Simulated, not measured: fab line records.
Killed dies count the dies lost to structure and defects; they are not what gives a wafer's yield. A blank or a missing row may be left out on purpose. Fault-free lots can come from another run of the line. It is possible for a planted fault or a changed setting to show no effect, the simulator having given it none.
fab line records :: flow sky130
record:
  lots: 6
  wafers: 18
  last-day: 50
route steps=708 shown METAL4@637 VIA4@639 PAD_OPEN@708
lots with no fault: from the same line, run without faults
start-h: hours from the record's opening day to when the first of the lot's shown wafers began :: wait-h: how many hours have passed since the lot's step before this one :: " unchanged from the row above :: L1.1+2: several wafers, shown together as one row :: - value missing, or start not given :: * or withheld: withheld :: < > ~ a bound
route shown NAME@n: NAME is a module with steps in the file, n the number in the route of the first one :: usual: mean/standard deviation of fault-free wafers :: same: alike in all rows :: chamber/n: place in a boat :: sites: the reading at each site :: _std_site: the standard deviation of these :: _edge_site: the outer-site mean with the inner-site mean subtracted :: radius-mm: for every site, how far away it sits from the centre of the wafer :: mask NAME#n: copy n :: behind: the most recent tool/chamber to have shaped the wafer :: hold: what put the lot on hold/how long, in hours/how the hold closed :: device: transistor that didn't switch, given as n, p or np :: end of line: the same wafers' tests at the end of the route :: where a step has no rows: the recipe by itself :: killed: dies lost to structure and defects at the first sort, not the wafer's yield :: map: shows each die of a wafer: x if killed, . if not, _ if none is there
set.NAME: the setting as run; set.NAME@STEP: as run at that earlier step :: model.NAME: the simulator's own value behind a step, which no gauge read
lots seen at some steps along the route; tables by step, rows by wafer
services: from which hour (start-h, from the record's first day; less than 0 if before it) a tool's chamber was out of use, for how many hours, and why
== steps ==
step: SKY_METAL4_CLEAN_21
recipe:
  chemistry: IPA
  time-s: 180
  temp-c: 25
step: SKY_METAL4_CLEAN_22
recipe:
  chemistry: O3/DIW
  dry: n2-spin
step: SKY_VIA4_HDPCVD_00
recipe:
  material: SiO2
  target-thk-nm: 1750
  sigma-open-frac: 0.3
  time-s: 291.7
  temp-c: 400
  sih4-flow-sccm: 60
  pressure-mtorr: 6
step: SKY_VIA4_THK_MEAS_01
recipe:
  reads: SiO2_of_VIA4_HDPCVD_00
usual:
  VIA4_HDPCVD_THK: 1752/17
lot.wafer: L746.2
tool: film-metro-04
chamber: -
start-h: 1045.85
wait-h: 0.1
VIA4_HDPCVD_THK[nm]: 1747

lot.wafer: L746.3
tool: film-metro-04
chamber: -
start-h: 1045.85
wait-h: 0.1
VIA4_HDPCVD_THK[nm]: 1732

lot.wafer: L746.4
tool: film-metro-04
chamber: -
start-h: 1045.85
wait-h: 0.1
VIA4_HDPCVD_THK[nm]: 1761

lot.wafer: L747.1
tool: film-metro-04
chamber: -
start-h: 1048.13
wait-h: 0.1
VIA4_HDPCVD_THK[nm]: 1756

lot.wafer: L747.4
tool: film-metro-04
chamber: -
start-h: 1048.13
wait-h: 0.1
VIA4_HDPCVD_THK[nm]: 1757

lot.wafer: L747.5
tool: film-metro-04
chamber: -
start-h: 1048.13
wait-h: 0.1
VIA4_HDPCVD_THK[nm]: 1741

lot.wafer: L748.4
tool: film-metro-03
chamber: -
start-h: 1054.48
wait-h: 0.0
VIA4_HDPCVD_THK[nm]: 1723

lot.wafer: L748.5
tool: film-metro-03
chamber: -
start-h: 1054.48
wait-h: 0.0
VIA4_HDPCVD_THK[nm]: 1768

lot.wafer: L748.6
tool: film-metro-03
chamber: -
start-h: 1054.48
wait-h: 0.0
VIA4_HDPCVD_THK[nm]: 1753

lot.wafer: L758.2
tool: film-metro-03
chamber: -
start-h: 1111.83
wait-h: 0.2
VIA4_HDPCVD_THK[nm]: 1720

lot.wafer: L758.3
tool: film-metro-03
chamber: -
start-h: 1111.83
wait-h: 0.2
VIA4_HDPCVD_THK[nm]: 1744

lot.wafer: L758.6
tool: film-metro-03
chamber: -
start-h: 1111.83
wait-h: 0.2
VIA4_HDPCVD_THK[nm]: 1745

lot.wafer: L759.1
tool: film-metro-03
chamber: -
start-h: 1116.77
wait-h: 0.1
VIA4_HDPCVD_THK[nm]: 1719

lot.wafer: L759.3
tool: film-metro-03
chamber: -
start-h: 1116.77
wait-h: 0.1
VIA4_HDPCVD_THK[nm]: 1772

lot.wafer: L759.6
tool: film-metro-03
chamber: -
start-h: 1116.77
wait-h: 0.1
VIA4_HDPCVD_THK[nm]: 1737

lot.wafer: L760.1
tool: film-metro-01
chamber: -
start-h: 1118.69
wait-h: 0.1
VIA4_HDPCVD_THK[nm]: 1796

lot.wafer: L760.2
tool: film-metro-01
chamber: -
start-h: 1118.69
wait-h: 0.1
VIA4_HDPCVD_THK[nm]: 1752

lot.wafer: L760.5
tool: film-metro-01
chamber: -
start-h: 1118.69
wait-h: 0.1
VIA4_HDPCVD_THK[nm]: 1793
step: SKY_VIA4_CMP_02
recipe:
  material: SiO2
  down-force-psi: 4
  platen-rpm: 60
  pad-velocity-m-s: 0.94248
usual:
  motor-current-A: 11.7/1.6
lot.wafer: L746.2
tool: cmp-01
chamber: 1
start-h: 1046.10
wait-h: 0.2
motor-current-A: 10.0

lot.wafer: L746.3
tool: cmp-01
chamber: 2
start-h: 1046.10
wait-h: 0.2
motor-current-A: 8.5

lot.wafer: L746.4
tool: cmp-01
chamber: 0
start-h: 1046.10
wait-h: 0.2
motor-current-A: 14.1

lot.wafer: L747.4
tool: cmp-02
chamber: 3
start-h: 1048.29
wait-h: 0.1
motor-current-A: 11.8

lot.wafer: L747.1
tool: cmp-02
chamber: 0
start-h: 1048.29
wait-h: 0.1
motor-current-A: 10.7

lot.wafer: L747.5
tool: cmp-02
chamber: 1
start-h: 1048.29
wait-h: 0.1
motor-current-A: 12.1

lot.wafer: L748.4
tool: cmp-02
chamber: 1
start-h: 1054.51
wait-h: 0.0
motor-current-A: 12.7

lot.wafer: L748.5
tool: cmp-02
chamber: 1
start-h: 1054.51
wait-h: 0.0
motor-current-A: 13.1

lot.wafer: L748.6
tool: cmp-02
chamber: 2
start-h: 1054.51
wait-h: 0.0
motor-current-A: 13.2

lot.wafer: L758.3
tool: cmp-01
chamber: 1
start-h: 1112.12
wait-h: 0.3
motor-current-A: 10.3

lot.wafer: L758.2
tool: cmp-01
chamber: 2
start-h: 1112.12
wait-h: 0.3
motor-current-A: 8.3

lot.wafer: L758.6
tool: cmp-01
chamber: 0
start-h: 1112.12
wait-h: 0.3
motor-current-A: 14.8

lot.wafer: L759.3
tool: cmp-02
chamber: 2
start-h: 1116.83
wait-h: 0.0
motor-current-A: 13.2

lot.wafer: L759.1
tool: cmp-02
chamber: 1
start-h: 1116.83
wait-h: 0.0
motor-current-A: 12.7

lot.wafer: L759.6
tool: cmp-02
chamber: 3
start-h: 1116.83
wait-h: 0.0
motor-current-A: 11.9

lot.wafer: L760.1
tool: cmp-02
chamber: 1
start-h: 1118.80
wait-h: 0.1
motor-current-A: 12.6

lot.wafer: L760.2
tool: cmp-02
chamber: 3
start-h: 1118.80
wait-h: 0.1
motor-current-A: 11.7

lot.wafer: L760.5
tool: cmp-02
chamber: 1
start-h: 1118.80
wait-h: 0.1
motor-current-A: 12.4
step: SKY_VIA4_BOW_MEAS_03
recipe:
  mode: bow
usual:
  VIA4_BOW: 81/7.8
lot.wafer: L746.2
tool: film-metro-03
chamber: -
start-h: 1046.42
wait-h: 0.3
VIA4_BOW[um]: 79

lot.wafer: L746.3
tool: film-metro-03
chamber: -
start-h: 1046.42
wait-h: 0.3
VIA4_BOW[um]: 79

lot.wafer: L746.4
tool: film-metro-03
chamber: -
start-h: 1046.42
wait-h: 0.3
VIA4_BOW[um]: 80

lot.wafer: L747.1
tool: film-metro-03
chamber: -
start-h: 1048.49
wait-h: 0.1
VIA4_BOW[um]: 95

lot.wafer: L747.4
tool: film-metro-03
chamber: -
start-h: 1048.49
wait-h: 0.1
VIA4_BOW[um]: 98

lot.wafer: L747.5
tool: film-metro-03
chamber: -
start-h: 1048.49
wait-h: 0.1
VIA4_BOW[um]: 84

lot.wafer: L748.4
tool: film-metro-04
chamber: -
start-h: 1054.87
wait-h: 0.3
VIA4_BOW[um]: 80

lot.wafer: L748.5
tool: film-metro-04
chamber: -
start-h: 1054.87
wait-h: 0.3
VIA4_BOW[um]: 76

lot.wafer: L748.6
tool: film-metro-04
chamber: -
start-h: 1054.87
wait-h: 0.3
VIA4_BOW[um]: 71

lot.wafer: L758.2
tool: film-metro-04
chamber: -
start-h: 1112.34
wait-h: 0.1
VIA4_BOW[um]: 78

lot.wafer: L758.3
tool: film-metro-04
chamber: -
start-h: 1112.34
wait-h: 0.1
VIA4_BOW[um]: 83

lot.wafer: L758.6
tool: film-metro-04
chamber: -
start-h: 1112.34
wait-h: 0.1
VIA4_BOW[um]: 91

lot.wafer: L759.1
tool: film-metro-03
chamber: -
start-h: 1117.13
wait-h: 0.1
VIA4_BOW[um]: 81

lot.wafer: L759.3
tool: film-metro-03
chamber: -
start-h: 1117.13
wait-h: 0.1
VIA4_BOW[um]: 85

lot.wafer: L759.6
tool: film-metro-03
chamber: -
start-h: 1117.13
wait-h: 0.1
VIA4_BOW[um]: 85

lot.wafer: L760.1
tool: film-metro-04
chamber: -
start-h: 1119.05
wait-h: 0.2
VIA4_BOW[um]: 75

lot.wafer: L760.2
tool: film-metro-04
chamber: -
start-h: 1119.05
wait-h: 0.2
VIA4_BOW[um]: 87

lot.wafer: L760.5
tool: film-metro-04
chamber: -
start-h: 1119.05
wait-h: 0.2
VIA4_BOW[um]: 84
step: SKY_VIA4_DEHYDRATE_04
recipe:
  temp-c: 200
  time-s: 60
step: SKY_VIA4_HMDS_05
recipe:
  prime-time-s: 60
  prime-temp-c: 120
step: SKY_VIA4_COAT_06
recipe:
  resist: NOVOLAK
  spin-rpm: 3000
  resist-thk-nm: 1140
step: SKY_VIA4_SOFTBAKE_07
recipe:
  temp-c: 90
  time-s: 60
  resist: NOVOLAK
step: SKY_VIA4_EXPOSE_08
recipe:
  mask-id: VIM4
  na: 0.6
  source-shape: conventional
  sigma-outer: 0.6
  polarization: unpolarized
  target-cd-nm: 800
  dose-mj: 132
step: SKY_VIA4_PEB_09
recipe:
  temp-c: withheld
  time-s: *
  resist: NOVOLAK
step: SKY_VIA4_DEVELOP_10
recipe:
  resist: NOVOLAK
  developer: TMAH
  develop-time-s: 60
  dev-temp-c: 23
usual:
  developer-temp-C: 23.00/0.11
lot.wafer: L746.2
tool: litho-track-03
chamber: 0
start-h: 1068.55
wait-h: 0.1
developer-temp-C: 22.99

lot.wafer: L746.3
tool: litho-track-03
chamber: 0
start-h: 1068.55
wait-h: 0.1
developer-temp-C: 22.97

lot.wafer: L746.4
tool: litho-track-03
chamber: 0
start-h: 1068.55
wait-h: 0.1
developer-temp-C: 22.96

lot.wafer: L747.1
tool: litho-track-04
chamber: 0
start-h: 1070.44
wait-h: 0.1
developer-temp-C: 23.08

lot.wafer: L747.4
tool: litho-track-04
chamber: 0
start-h: 1070.44
wait-h: 0.1
developer-temp-C: 23.15

lot.wafer: L747.5
tool: litho-track-04
chamber: 0
start-h: 1070.44
wait-h: 0.1
developer-temp-C: 23.19

lot.wafer: L748.4
tool: litho-track-02
chamber: 0
start-h: 1075.84
wait-h: 0.1
developer-temp-C: 23.10

lot.wafer: L748.5
tool: litho-track-02
chamber: 0
start-h: 1075.84
wait-h: 0.1
developer-temp-C: 23.09

lot.wafer: L748.6
tool: litho-track-02
chamber: 0
start-h: 1075.84
wait-h: 0.1
developer-temp-C: 22.83

lot.wafer: L758.2
tool: litho-track-04
chamber: 0
start-h: 1132.57
wait-h: 0.1
developer-temp-C: 25.30

lot.wafer: L758.3
tool: litho-track-04
chamber: 0
start-h: 1132.57
wait-h: 0.1
developer-temp-C: 25.24

lot.wafer: L758.6
tool: litho-track-04
chamber: 0
start-h: 1132.57
wait-h: 0.1
developer-temp-C: 25.23

lot.wafer: L759.1
tool: litho-track-04
chamber: 0
start-h: 1136.80
wait-h: 0.1
developer-temp-C: 25.47

lot.wafer: L759.3
tool: litho-track-04
chamber: 0
start-h: 1136.80
wait-h: 0.1
developer-temp-C: 25.37

lot.wafer: L759.6
tool: litho-track-04
chamber: 0
start-h: 1136.80
wait-h: 0.1
developer-temp-C: 25.15

lot.wafer: L760.1
tool: litho-track-03
chamber: 0
start-h: 1138.33
wait-h: 0.1
developer-temp-C: 22.96

lot.wafer: L760.2
tool: litho-track-03
chamber: 0
start-h: 1138.33
wait-h: 0.1
developer-temp-C: 23.04

lot.wafer: L760.5
tool: litho-track-03
chamber: 0
start-h: 1138.33
wait-h: 0.1
developer-temp-C: 22.97
step: SKY_VIA4_OVL_MEAS_11
usual:
  VIA4_OVL: 0.7/1.4
lot.wafer: L746.2
tool: overlay-02
chamber: -
start-h: 1068.68
wait-h: 0.1
VIA4_OVL[nm]: 3.3

lot.wafer: L746.3
tool: overlay-02
chamber: -
start-h: 1068.68
wait-h: 0.1
VIA4_OVL[nm]: 1.6

lot.wafer: L746.4
tool: overlay-02
chamber: -
start-h: 1068.68
wait-h: 0.1
VIA4_OVL[nm]: 1.1

lot.wafer: L747.1
tool: overlay-02
chamber: -
start-h: 1070.59
wait-h: 0.1
VIA4_OVL[nm]: 1.0

lot.wafer: L747.4
tool: overlay-02
chamber: -
start-h: 1070.59
wait-h: 0.1
VIA4_OVL[nm]: 2.5

lot.wafer: L747.5
tool: overlay-02
chamber: -
start-h: 1070.59
wait-h: 0.1
VIA4_OVL[nm]: 1.3

lot.wafer: L748.4
tool: overlay-02
chamber: -
start-h: 1075.93
wait-h: 0.1
VIA4_OVL[nm]: 0.1

lot.wafer: L748.5
tool: overlay-02
chamber: -
start-h: 1075.93
wait-h: 0.1
VIA4_OVL[nm]: 0.5

lot.wafer: L748.6
tool: overlay-02
chamber: -
start-h: 1075.93
wait-h: 0.1
VIA4_OVL[nm]: 0.0

lot.wafer: L758.2
tool: overlay-02
chamber: -
start-h: 1132.70
wait-h: 0.1
VIA4_OVL[nm]: -0.6

lot.wafer: L758.3
tool: overlay-02
chamber: -
start-h: 1132.70
wait-h: 0.1
VIA4_OVL[nm]: 1.1

lot.wafer: L758.6
tool: overlay-02
chamber: -
start-h: 1132.70
wait-h: 0.1
VIA4_OVL[nm]: -0.2

lot.wafer: L759.1
tool: overlay-01
chamber: -
start-h: 1136.95
wait-h: 0.1
VIA4_OVL[nm]: -1.3

lot.wafer: L759.3
tool: overlay-01
chamber: -
start-h: 1136.95
wait-h: 0.1
VIA4_OVL[nm]: -0.7

lot.wafer: L759.6
tool: overlay-01
chamber: -
start-h: 1136.95
wait-h: 0.1
VIA4_OVL[nm]: 0.0

lot.wafer: L760.1
tool: overlay-01
chamber: -
start-h: 1138.48
wait-h: 0.1
VIA4_OVL[nm]: -2.2

lot.wafer: L760.2
tool: overlay-01
chamber: -
start-h: 1138.48
wait-h: 0.1
VIA4_OVL[nm]: 0.1

lot.wafer: L760.5
tool: overlay-01
chamber: -
start-h: 1138.48
wait-h: 0.1
VIA4_OVL[nm]: 0.8
step: SKY_VIA4_ETCH_12
recipe:
  target: SiO2
  chemistry: C4F8/O2/Ar
  stop-on: TiN
  mask-material: NOVOLAK
  source-w: 1500
  bias-w: 1200
  pressure-mtorr: 40
  c4f8-flow-sccm: withheld
  O2_flow_sccm: 6
  Ar_flow_sccm: 300
  time-s: withheld
  target-depth-a: 5800
usual:
  bias-w: 1200/3.9
  chamber-pressure-mTorr: 40.00/0.036
  oes-product-au: 0.926/0.0046
lot.wafer: L746.2
tool: rie-diel-02
chamber: 2
start-h: 1068.71
wait-h: 0.0
bias-w: 1207
chamber-pressure-mTorr: 40.01
oes-product-au: 0.927
model.VIA4.cd-nm: 799.5

lot.wafer: L746.3
tool: rie-diel-02
chamber: 1
start-h: 1068.71
wait-h: 0.0
bias-w: 1201
chamber-pressure-mTorr: 39.97
oes-product-au: 0.932
model.VIA4.cd-nm: 799.1

lot.wafer: L746.4
tool: rie-diel-02
chamber: 0
start-h: 1068.71
wait-h: 0.0
bias-w: 1204
chamber-pressure-mTorr: 40.02
oes-product-au: 0.922
model.VIA4.cd-nm: 799.7

lot.wafer: L747.1
tool: rie-diel-03
chamber: 0
start-h: 1070.63
wait-h: 0.0
bias-w: 1201
chamber-pressure-mTorr: 40.05
oes-product-au: 0.918
model.VIA4.cd-nm: 804.3

lot.wafer: L747.4
tool: rie-diel-03
chamber: 3
start-h: 1070.63
wait-h: 0.0
bias-w: 1201
chamber-pressure-mTorr: 39.98
oes-product-au: 0.926
model.VIA4.cd-nm: 805

lot.wafer: L747.5
tool: rie-diel-03
chamber: 3
start-h: 1070.63
wait-h: 0.0
bias-w: 1200
chamber-pressure-mTorr: 39.95
oes-product-au: 0.921
model.VIA4.cd-nm: 803.2

lot.wafer: L748.4
tool: rie-diel-01
chamber: 0
start-h: 1075.95
wait-h: 0.0
bias-w: 1194
chamber-pressure-mTorr: 39.99
oes-product-au: 0.929
model.VIA4.cd-nm: 799.7

lot.wafer: L748.5
tool: rie-diel-01
chamber: 2
start-h: 1075.95
wait-h: 0.0
bias-w: 1195
chamber-pressure-mTorr: 40.05
oes-product-au: 0.923
model.VIA4.cd-nm: 802.3

lot.wafer: L748.6
tool: rie-diel-01
chamber: 1
start-h: 1075.95
wait-h: 0.0
bias-w: 1199
chamber-pressure-mTorr: 40.06
oes-product-au: 0.925
model.VIA4.cd-nm: 801.9

lot.wafer: L758.2
tool: rie-diel-02
chamber: 0
start-h: 1132.73
wait-h: 0.0
bias-w: 1203
chamber-pressure-mTorr: 40.04
oes-product-au: 0.921
model.VIA4.cd-nm: 792.2

lot.wafer: L758.3
tool: rie-diel-02
chamber: 1
start-h: 1132.73
wait-h: 0.0
bias-w: 1196
chamber-pressure-mTorr: 40.04
oes-product-au: 0.927
model.VIA4.cd-nm: 791.6

lot.wafer: L758.6
tool: rie-diel-02
chamber: 3
start-h: 1132.73
wait-h: 0.0
bias-w: 1194
chamber-pressure-mTorr: 39.92
oes-product-au: 0.921
model.VIA4.cd-nm: 791.9

lot.wafer: L759.1
tool: rie-diel-03
chamber: 0
start-h: 1136.98
wait-h: 0.0
bias-w: 1207
chamber-pressure-mTorr: 40.03
oes-product-au: 0.931
model.VIA4.cd-nm: 792.2

lot.wafer: L759.3
tool: rie-diel-03
chamber: 2
start-h: 1136.98
wait-h: 0.0
bias-w: 1199
chamber-pressure-mTorr: 39.92
oes-product-au: 0.923
model.VIA4.cd-nm: 791.2

lot.wafer: L759.6
tool: rie-diel-03
chamber: 0
start-h: 1136.98
wait-h: 0.0
bias-w: 1202
chamber-pressure-mTorr: 40.03
oes-product-au: 0.924
model.VIA4.cd-nm: 789.8

lot.wafer: L760.1
tool: rie-diel-03
chamber: 0
start-h: 1138.51
wait-h: 0.0
bias-w: 1204
chamber-pressure-mTorr: 39.96
oes-product-au: 0.932
model.VIA4.cd-nm: 799.7

lot.wafer: L760.2
tool: rie-diel-03
chamber: 1
start-h: 1138.51
wait-h: 0.0
bias-w: 1201
chamber-pressure-mTorr: 40.03
oes-product-au: 0.923
model.VIA4.cd-nm: 802.2

lot.wafer: L760.5
tool: rie-diel-03
chamber: 2
start-h: 1138.51
wait-h: 0.0
bias-w: 1205
chamber-pressure-mTorr: 40.02
oes-product-au: 0.932
model.VIA4.cd-nm: 799.7
step: SKY_VIA4_STRIP_13
recipe:
  chemistry: O2/N2
  power-w: 1400
  pressure-mtorr: 1500
  platen-temp-c: withheld
  o2-flow-sccm: 3000
  n2-flow-sccm: 300
  overash-fraction: 0.5
usual:
  chamber-pressure-mTorr: 1499.9/1.6
  drypump-motor-current-A: 5.7/0.46
  n2-flow-sccm: 300.0/0.91
  oes-product-au: 0.710/0.0046
  strip-time-to-endpoint-s: 12.804/0.026
lot.wafer: L746.2
tool: plasma-asher-01
chamber: 0
start-h: 1068.79
wait-h: -
chamber-pressure-mTorr: 1500.1
drypump-motor-current-A: 5.3
n2-flow-sccm: 300.2
oes-product-au: 0.708
rf-hours-counter-h: 33
strip-time-to-endpoint-s: 12.799

lot.wafer: L746.3
tool: plasma-asher-01
chamber: 0
start-h: 1068.79
wait-h: -
chamber-pressure-mTorr: 1498.5
drypump-motor-current-A: 5.3
n2-flow-sccm: 301.2
oes-product-au: 0.716
rf-hours-counter-h: -
strip-time-to-endpoint-s: 12.831

lot.wafer: L746.4
tool: plasma-asher-01
chamber: 1
start-h: 1068.79
wait-h: -
chamber-pressure-mTorr: 1501.3
drypump-motor-current-A: 5.9
n2-flow-sccm: 299.6
oes-product-au: 0.704
rf-hours-counter-h: -
strip-time-to-endpoint-s: 12.837

lot.wafer: L747.1
tool: plasma-asher-04
chamber: 0
start-h: 1070.70
wait-h: -
chamber-pressure-mTorr: 1497.7
drypump-motor-current-A: 6.2
n2-flow-sccm: 301.0
oes-product-au: 0.708
rf-hours-counter-h: 94
strip-time-to-endpoint-s: 12.832

lot.wafer: L747.4
tool: plasma-asher-04
chamber: 0
start-h: 1070.70
wait-h: -
chamber-pressure-mTorr: 1503.2
drypump-motor-current-A: 6.2
n2-flow-sccm: 298.7
oes-product-au: 0.711
rf-hours-counter-h: -
strip-time-to-endpoint-s: 12.799

lot.wafer: L747.5
tool: plasma-asher-04
chamber: 0
start-h: 1070.70
wait-h: -
chamber-pressure-mTorr: 1500.7
drypump-motor-current-A: 6.2
n2-flow-sccm: 301.4
oes-product-au: 0.707
rf-hours-counter-h: -
strip-time-to-endpoint-s: 12.811

lot.wafer: L748.4
tool: plasma-asher-04
chamber: 0
start-h: 1076.06
wait-h: -
chamber-pressure-mTorr: 1500.6
drypump-motor-current-A: 6.2
n2-flow-sccm: 299.3
oes-product-au: 0.702
rf-hours-counter-h: -
strip-time-to-endpoint-s: 12.801

lot.wafer: L748.5
tool: plasma-asher-04
chamber: 1
start-h: 1076.06
wait-h: -
chamber-pressure-mTorr: 1499.6
drypump-motor-current-A: 5.0
n2-flow-sccm: 300.6
oes-product-au: 0.714
rf-hours-counter-h: -
strip-time-to-endpoint-s: 12.790

lot.wafer: L748.6
tool: plasma-asher-04
chamber: 0
start-h: 1076.06
wait-h: -
chamber-pressure-mTorr: 1500.2
drypump-motor-current-A: 6.2
n2-flow-sccm: 298.4
oes-product-au: 0.705
rf-hours-counter-h: -
strip-time-to-endpoint-s: 12.809

lot.wafer: L758.2
tool: plasma-asher-02
chamber: 0
start-h: 1132.80
wait-h: -
chamber-pressure-mTorr: 1498.7
drypump-motor-current-A: 5.8
n2-flow-sccm: 298.8
oes-product-au: 0.707
rf-hours-counter-h: 68
strip-time-to-endpoint-s: 12.759

lot.wafer: L758.3
tool: plasma-asher-02
chamber: 0
start-h: 1132.80
wait-h: -
chamber-pressure-mTorr: 1499.1
drypump-motor-current-A: 5.8
n2-flow-sccm: 300.8
oes-product-au: 0.702
rf-hours-counter-h: -
strip-time-to-endpoint-s: 12.753

lot.wafer: L758.6
tool: plasma-asher-02
chamber: 0
start-h: 1132.80
wait-h: -
chamber-pressure-mTorr: 1499.3
drypump-motor-current-A: 5.8
n2-flow-sccm: 299.8
oes-product-au: 0.709
rf-hours-counter-h: -
strip-time-to-endpoint-s: 12.815

lot.wafer: L759.1
tool: plasma-asher-02
chamber: 0
start-h: 1137.05
wait-h: -
chamber-pressure-mTorr: 1501.0
drypump-motor-current-A: 5.8
n2-flow-sccm: 301.9
oes-product-au: 0.709
rf-hours-counter-h: 68
strip-time-to-endpoint-s: 12.823

lot.wafer: L759.3
tool: plasma-asher-02
chamber: 0
start-h: 1137.05
wait-h: -
chamber-pressure-mTorr: 1500.1
drypump-motor-current-A: 5.8
n2-flow-sccm: 300.1
oes-product-au: 0.709
rf-hours-counter-h: -
strip-time-to-endpoint-s: 12.809

lot.wafer: L759.6
tool: plasma-asher-02
chamber: 1
start-h: 1137.05
wait-h: -
chamber-pressure-mTorr: 1499.2
drypump-motor-current-A: 5.9
n2-flow-sccm: 299.7
oes-product-au: 0.712
rf-hours-counter-h: -
strip-time-to-endpoint-s: 12.796

lot.wafer: L760.1
tool: plasma-asher-02
chamber: 0
start-h: 1138.59
wait-h: -
chamber-pressure-mTorr: 1499.9
drypump-motor-current-A: 5.8
n2-flow-sccm: 300.3
oes-product-au: 0.718
rf-hours-counter-h: 69
strip-time-to-endpoint-s: 12.785

lot.wafer: L760.2
tool: plasma-asher-02
chamber: 1
start-h: 1138.59
wait-h: -
chamber-pressure-mTorr: 1499.6
drypump-motor-current-A: 5.9
n2-flow-sccm: 300.6
oes-product-au: 0.708
rf-hours-counter-h: 69
strip-time-to-endpoint-s: 12.815

lot.wafer: L760.5
tool: plasma-asher-02
chamber: 0
start-h: 1138.59
wait-h: -
chamber-pressure-mTorr: 1501.4
drypump-motor-current-A: 5.8
n2-flow-sccm: 299.9
oes-product-au: 0.701
rf-hours-counter-h: -
strip-time-to-endpoint-s: 12.811
step: SKY_PAD_OPEN_PROBE_99
usual:
  defect-limited-yield: 82.2/1.8
  killed_at_M0_to_M3: 44/6
  killed_at_M4_up: 3.3/2.1
  killed-at-contacts: 25/5.5
  killed-at-front-end: 15/4.3
  killed-at-other: 0.2/0.41
  killed-dies: 88/9.1
  killed-open: 48/6.6
  killed-short: 39/6.7
  sort_bin_3_pad_short: 0.9/0.4
  sort_bin_5_function: 10.4/1.5
  sort_bin_6_memory: 6.5/1.1
  sort-n-pass: 404/9.1
  sort-yield-pct: 82.2/1.8
same:
  gross-dies: 492
  killed-at-back-side: 0
  sort_bin_4_leakage[%]: 0
  sort_bin_8_speed[%]: 0
lot.wafer: L759.1
tool: prober-02
chamber: -
start-h: 1194.21
wait-h: 0.1
defect-limited-yield[%]: 81.1
killed_at_M0_to_M3: 43
killed_at_M4_up: 7
killed-at-contacts: 26
killed-at-front-end: 17
killed-at-other: 0
killed-dies: 93
killed-open: 51
killed-short: 42
sort_bin_3_pad_short[%]: 1.4
sort_bin_5_function[%]: 11.6
sort_bin_6_memory[%]: 5.9
sort-n-pass: 399
sort-yield-pct[%]: 81.1

lot.wafer: L759.3
tool: prober-02
chamber: -
start-h: 1194.31
wait-h: 0.2
defect-limited-yield[%]: 84.6
killed_at_M0_to_M3: 35
killed_at_M4_up: 2
killed-at-contacts: 27
killed-at-front-end: 12
killed-at-other: 0
killed-dies: 76
killed-open: 48
killed-short: 28
sort_bin_3_pad_short[%]: 0.4
sort_bin_5_function[%]: 7.5
sort_bin_6_memory[%]: 7.5
sort-n-pass: 416
sort-yield-pct[%]: 84.6

lot.wafer: L759.6
tool: prober-02
chamber: -
start-h: 1194.46
wait-h: 0.2
defect-limited-yield[%]: 82.7
killed_at_M0_to_M3: 44
killed_at_M4_up: 3
killed-at-contacts: 27
killed-at-front-end: 11
killed-at-other: 0
killed-dies: 85
killed-open: 42
killed-short: 43
sort_bin_3_pad_short[%]: 1.2
sort_bin_5_function[%]: 12.0
sort_bin_6_memory[%]: 4.1
sort-n-pass: 407
sort-yield-pct[%]: 82.7
killed by level:class
L759.1 VIA2:geometric-particle:open=11 CONTACT:geometric-particle:open=11 VIA1:geometric-particle:open=8 POLY_GATE:geometric-particle:short=6 VIA3:geometric-particle:open=6 LOCAL_INTERCONNECT:geometric-particle:short=6 METAL4:geometric-particle:short=5 POLY_GATE:geometric-particle:open=4
L759.3 CONTACT:geometric-particle:open=11 VIA1:geometric-particle:open=9 LI_CONTACT:geometric-particle:open=8 VIA2:geometric-particle:open=8 METAL2:geometric-particle:short=5 LOCAL_INTERCONNECT:geometric-particle:short=4 FIELD_ISO:geometric-particle:short=3 CONTACT:geometric-particle:short=3
L759.6 VIA3:geometric-particle:open=13 CONTACT:geometric-particle:open=10 LOCAL_INTERCONNECT:geometric-particle:short=6 METAL1:geometric-particle:short=6 VIA2:geometric-particle:open=5 CONTACT:geometric-particle:short=5 VIA1:geometric-particle:open=5 POLY_GATE:geometric-particle:short=4
== services ==
tool: plasma-asher-01
chamber: -
start-h: 1028.74
hours: 1.6
kind: repair

tool: rie-diel-02
chamber: 1
start-h: 1041.46
hours: 6.1
kind: repair

tool: rie-diel-03
chamber: 1
start-h: 1044.98
hours: 3.5
kind: repair

tool: rie-diel-03
chamber: 0
start-h: 1045.85
hours: 3.9
kind: repair

tool: rie-diel-02
chamber: 3
start-h: 1049.37
hours: 3.6
kind: repair

tool: rie-diel-03
chamber: 1
start-h: 1072.13
hours: 7.4
kind: repair

tool: cmp-02
chamber: -
start-h: 1084.00
hours: 4.0
kind: pm

tool: cmp-02
chamber: -
start-h: 1088.00
hours: -
kind: consumable-replace:conditioner

tool: cmp-02
chamber: -
start-h: 1088.00
hours: -
kind: consumable-replace:pad

tool: plasma-asher-04
chamber: -
start-h: 1102.55
hours: 1.8
kind: repair

tool: rie-diel-02
chamber: 1
start-h: 1106.24
hours: 9.1
kind: repair

tool: rie-diel-03
chamber: 3
start-h: 1111.69
hours: 14.2
kind: repair

tool: rie-diel-02
chamber: 2
start-h: 1117.15
hours: 19.7
kind: repair

tool: plasma-asher-02
chamber: -
start-h: 1122.54
hours: 0.7
kind: repair

tool: plasma-asher-02
chamber: -
start-h: 1133.45
hours: 2.8
kind: pm
== key ==
first-sign:
  step: SKY_VIA4_DEVELOP_10
  reading: developer-temp-C
  direction: up
  sigmas: 21
  usual: *
  struck: *
effect none on later readings
model-effect:
  step: SKY_VIA4_ETCH_12
  value: VIA4.cd-nm
  without: 798.6
  struck: 791.5
met-at SKY_VIA4_DEVELOP_10
struck-wafers L758.2,L758.3,L758.6,L759.1,L759.3,L759.6
onset-between 1070.44 1132.57
fault:
  kind: process-parameter-drift
  tool: litho-track-04
  chamber: -
  onset-h: 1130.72
  steps: SKY_VIA4_DEVELOP_10
  channel: dev-temp-c
  offset: *
  shape: step
  end-h: 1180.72
  acts-in: *
  stated: *
